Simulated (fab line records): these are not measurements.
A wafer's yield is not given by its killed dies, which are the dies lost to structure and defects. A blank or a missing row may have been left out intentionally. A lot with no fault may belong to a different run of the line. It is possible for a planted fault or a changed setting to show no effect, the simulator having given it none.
One fault seen from 2 desks | flow sky130 | numbers are kept per desk, each desk with only its own; the story behind them comes last

AT THE METROLOGY DESK
What the gauges read, lot by lot, whatever tool the lot ran on: means of the sampled wafers that have a number. If a lot's mean is further than 4 standard deviations from the usual mean, the lot is out of limits and carries the mark OUT (the distance appears in the brackets).
Columns: A = VT_ADJUST_LVTN_OVL at SKY_VT_ADJUST_LVTN_OVL_MEAS_07, usual -1.5 nm; B = VT_ADJUST_LVTN_TW at SKY_VT_ADJUST_LVTN_TW_MEAS_10, usual 242.2; C = VT_ADJUST_LVTN_01_OVL at SKY_VT_ADJUST_LVTN_OVL_MEAS_18, usual -0.4 nm
lot  | first seen here | A    | B     | C
L858 | day 9 13:08     | -3.3 | 242.1 | 0.3
L861 | day 9 18:56     | 1.6  | 239.5 | -0.9
L862 | day 9 19:05     | -4.2 | 240.2 | -0.8
L868 | day 11 18:14    | -2.2 | 241.9 | -1.1
L871 | day 12 11:17    | -1.6 | 244.0 | -1.3
L872 | day 13 03:23    | -1.3 | 243.0 | 0.2
This desk's verdict: no lot among the 6 shows anything out of limits.

AT THE TOOL OWNER'S DESK: implanter-03
For each lot that ran on this tool, the mean over its sampled wafers that have a number, from the tool's own readings at SKY_VT_ADJUST_LVTN_IMPLANT_19. If a lot's mean is further than 4 standard deviations from the usual mean, the lot is out of limits and carries the mark OUT (the distance appears in the brackets).
Columns: A = beam energy keV at SKY_VT_ADJUST_LVTN_IMPLANT_19, usual 29.999
lot  | first seen here | A
L858 | day 10 11:25    | 29.989
L861 | day 10 17:58    | 30.497 (+58) OUT
L862 | day 10 18:25    | 30.497 (+58) OUT
This desk finds L861, L862 out of limits, L861 being first, at day 10 17:58 (beam energy keV at SKY_VT_ADJUST_LVTN_IMPLANT_19). L858: within limits.

PUT TOGETHER
The tool owner's desk could have raised an alarm at day 10 17:58, on L861, L862.
At the metrology desk, nothing out of limits was observed.
The metrology desk has L861, L862 on record, within its limits.
Every lot named ran SKY_VT_ADJUST_LVTN_IMPLANT_19 on implanter-03.

WHAT HAD BEEN PUT IN BY THE SIMULATOR
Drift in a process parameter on implanter-03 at SKY_VT_ADJUST_LVTN_IMPLANT_19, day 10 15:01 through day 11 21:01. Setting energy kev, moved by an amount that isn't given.
Lots struck among those shown: L861, L862.
Hours from the fault's start to each desk's first reading out of limits: the tool owner's desk, 3.
